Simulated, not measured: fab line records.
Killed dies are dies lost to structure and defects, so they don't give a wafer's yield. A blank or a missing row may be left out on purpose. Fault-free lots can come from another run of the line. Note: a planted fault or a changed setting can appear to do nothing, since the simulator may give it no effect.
Which of the tools did it? -- flow sky130 -- 12 lots, 36 wafers sampled, at 3 steps of a route of 708

WHAT EACH GAUGE READ, for each wafer
SKY_SD_N_CD_MEAS_07: the cd target is 380 nm. Usual: cd nm 380.4 nm, standard deviation 2.7.
lot,measured,on,cd nm (nm),flag
L835,day 28 15:39,cd sem-01,382.3 382.8 383.1,
L836,day 28 18:29,cd sem-02,380.1 379.5 379.5,
L837,day 29 00:20,cd sem-01,378.4 380.7 378.3,
L838,day 28 22:41,cd sem-02,374.4 378.1 375.5,
L843,day 30 22:27,cd sem-02,- - -,OFF
L842,day 30 22:44,cd sem-02,- - -,OFF
L844,day 31 09:32,cd sem-02,- - -,OFF
L845,day 31 20:30,cd sem-02,380.2 379.6 382.2,
L853,day 34 01:03,cd sem-02,376.5 376.5 378.0,
L854,day 34 02:20,cd sem-01,376.2 379.0 377.1,
L858,day 35 02:51,cd sem-02,376.5 380.8 377.5,
L857,day 35 05:28,cd sem-01,386.2 385.9 383.5,

WHAT TOOL EACH LOT RAN ON (gives the tool, then ch and the chambers of the sampled wafers, and finally the start)
lot,SKY_POLY_GATE_ETCH_15,SKY_SD_N_COAT_02
L835,"rie diel-03 ch 0,1,3, day 17 02:00","litho track-01 ch 0, day 28 01:11"
L836,"rie diel-02 ch 0,1, day 17 03:32","litho track-04 ch 0, day 28 04:49"
L837,"rie diel-01 ch 0,3, day 17 08:16","litho track-03 ch 0, day 28 09:18"
L838,"rie diel-01 ch 0,2,3, day 17 10:06","litho track-04 ch 0, day 28 07:49"
L843,"rie diel-02 ch 0,1, day 19 11:53","litho track-03, day 30 08:30"
L842,"rie diel-01 ch 0,1,2, day 19 12:32","litho track-01, day 30 08:32"
L844,"rie diel-02 ch 1,2, day 20 02:07","litho track-04, day 30 19:04"
L845,"rie diel-01 ch 0,2, day 20 14:31","litho track-01 ch 0, day 31 07:11"
L853,"rie diel-03 ch 0,1,2, day 23 00:53","litho track-03 ch 0, day 33 11:03"
L854,"rie diel-01 ch 0,2, day 23 05:35","litho track-04 ch 0, day 33 12:29"
L858,"rie diel-01 ch 1,2, day 24 08:17","litho track-03 ch 0, day 34 14:03"
L857,"rie diel-03 ch 0,2,3, day 24 11:47","litho track-01 ch 0, day 34 16:05"
- SKY_POLY_GATE_ETCH_15: etches BARC in N2/H2, stops on SiO2, time 118.5 s, target depth 110 nm.
- SKY_SD_N_COAT_02: resist thk 1140 nm.

AS READ BY THE TOOLS THEMSELVES (means over the sampled wafers that have a number; for cases with no such wafer, the mark the record gives instead)
SKY_POLY_GATE_ETCH_15. Usual: drypump motor current A 5.8 A, standard deviation 0.34; oes product au 0.717 a.u., standard deviation 0.0051; throttle valve pct 13.211 %, standard deviation 0.0086.
lot,tool,drypump motor current A (A),oes product au (a.u.),throttle valve pct (%),flag
L835,rie diel-03,5.8,0.718,13.205,
L836,rie diel-02,5.9,0.718,13.205,
L837,rie diel-01,5.9,0.715,13.219,
L838,rie diel-01,5.8,0.721,13.216,
L843,rie diel-02,5.9,0.718,13.211,
L842,rie diel-01,5.7,0.716,13.209,
L844,rie diel-02,5.7,0.716,13.211,
L845,rie diel-01,5.8,0.718,13.211,
L853,rie diel-03,5.9,0.716,13.208,
L854,rie diel-01,5.8,0.716,13.212,
L858,rie diel-01,5.5,0.719,13.219,
L857,rie diel-03,6.1,0.722,13.200,

SKY_SD_N_COAT_02. Usual: chill plate temp C 23.01 C, standard deviation 0.096; dispense pressure kPa 47 kPa, standard deviation 4.5; spin speed rpm 2999.9 rpm, standard deviation 2.4.
lot,tool,chill plate temp C (C),dispense pressure kPa (kPa),spin speed rpm (rpm),flag
L835,litho track-01,23.01,45,2999.8,
L836,litho track-04,22.99,54,3000.0,
L837,litho track-03,22.98,44,2999.2,
L838,litho track-04,22.91,54,3001.0,
L843,litho track-03,-,-,-,OFF
L842,litho track-01,-,-,-,OFF
L844,litho track-04,-,-,-,OFF
L845,litho track-01,23.08,45,2996.2,
L853,litho track-03,22.99,44,3001.0,
L854,litho track-04,22.95,54,2998.8,
L858,litho track-03,23.10,44,3001.3,
L857,litho track-01,23.03,45,3003.1,

THE ANSWER, worked out from the rows above alone
Rule: a lot counts as off when the mean over its wafers that have a number is more than 3 standard deviations away from the usual mean. Also off: a lot with no number at a reading for which 4 or more lots have one. The other lots that the step has rows for count as sound. First the gauges in route order, then the tools' own readings, where a lot's mean is used as printed above. At the first step where some lot is off, the reading lying furthest off is the one used; lots without a number count as furthest.
Off at SKY_SD_N_CD_MEAS_07 (cd nm): L843, L842, L844. Without a number there: L843, L842, L844.
If a tool, at a process step before that reading, ran all the lots that are off and no sound lot after the first of them, it fits. The gauges at SKY_SD_N_CD_MEAS_07 aren't tried: what is off there is off at SKY_SD_N_COAT_02 too, on other tools, and a gauge's error can't cause that. Of those tried, none fits.

WHAT THE SIMULATOR PUT IN
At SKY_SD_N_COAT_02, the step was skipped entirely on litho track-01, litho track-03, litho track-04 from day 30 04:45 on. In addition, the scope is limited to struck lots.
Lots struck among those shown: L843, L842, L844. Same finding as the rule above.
